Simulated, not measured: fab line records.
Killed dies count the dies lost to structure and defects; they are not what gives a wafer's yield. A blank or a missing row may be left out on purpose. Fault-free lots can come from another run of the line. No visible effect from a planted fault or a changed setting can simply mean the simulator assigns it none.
Chamber matching ; flow gf180mcu ; GF_V4_CMP_26 on cmp-01 has 4 sister chambers
The step polishes, stops on SiO2, t overpolish 15 s, target thk 0 nm. 16 wafers are shown with their chamber, then 8 later ones without.

## WAFERS PAIRED WITH THEIR CHAMBERS
wafer;chamber;motor-current-A (A);time-to-endpoint-s (s);overpolish-run-s (s)
L500.1;2;11.9;100;15.020
L500.3;0;11.3;98;14.993
L500.6;2;11.5;95;15.011
L501.1;2;11.0;91;14.999
L501.3;1;11.7;87;15.011
L501.4;3;12.0;89;15.005
L502.1;3;12.3;89;14.994
L502.5;3;12.0;86;15.012
L502.6;0;10.7;89;15.011
L503.4;1;11.1;82;14.991
L503.5;0;10.9;87;14.996
L503.6;3;12.0;81;14.991
L504.2;3;12.0;82;15.014
L504.4;0;11.0;89;14.988
L504.5;0;10.7;91;15.007
L507.1;3;12.2;90;14.992

SIGNATURES, as means of the wafers listed above
reading;chamber 0;chamber 1;chamber 2;chamber 3;scatter within a chamber
motor-current-A;10.920;11.400;11.467;12.083;0.277
time-to-endpoint-s;90.80;84.50;95.33;86.17;4.09
overpolish-run-s;14.99900;15.00100;15.01000;15.00133;0.0105
Rule: distance of a wafer from a chamber = root of the sum over the readings of ((wafer's reading minus chamber's mean) / reading's scatter) squared. The wafer belongs to the nearest chamber; if the next one is less than 2 further off, it can't be placed. The scatter: the root of (the sum of the squares of (reading less its chamber's mean) over the shown wafers, divided by (wafers less chambers)).

## WAFERS MISSING THEIR CHAMBER
wafer;motor-current-A (A);time-to-endpoint-s (s);overpolish-run-s (s)
L507.3;11.1;89;14.986
L507.4;11.2;89;14.995
L508.1;10.6;86;15.015
L508.4;11.0;91;14.997
L508.6;10.9;94;15.001
L514.3;10.3;88;14.985
L514.4;11.3;93;15.013
L514.6;11.0;86;15.008

## CHAMBER TAKEN BY EACH
wafer;from the rows above;in truth
L507.3;can't be placed: 0 or 1 or 2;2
L507.4;can't be placed: 0 or 1 or 2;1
L508.1;can't be placed: 0 or 1 or 2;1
L508.4;can't be placed: 0 or 1 or 2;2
L508.6;can't be placed: 0 or 2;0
L514.3;can't be placed: 0 or 1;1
L514.4;can't be placed: 2 or 0 or 1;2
L514.6;can't be placed: 0 or 1 or 2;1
Correctly placed: 0 of 8. Can't be placed from these rows: 8 (the true chamber is among the candidates in 8). Number placed wrongly: 0.
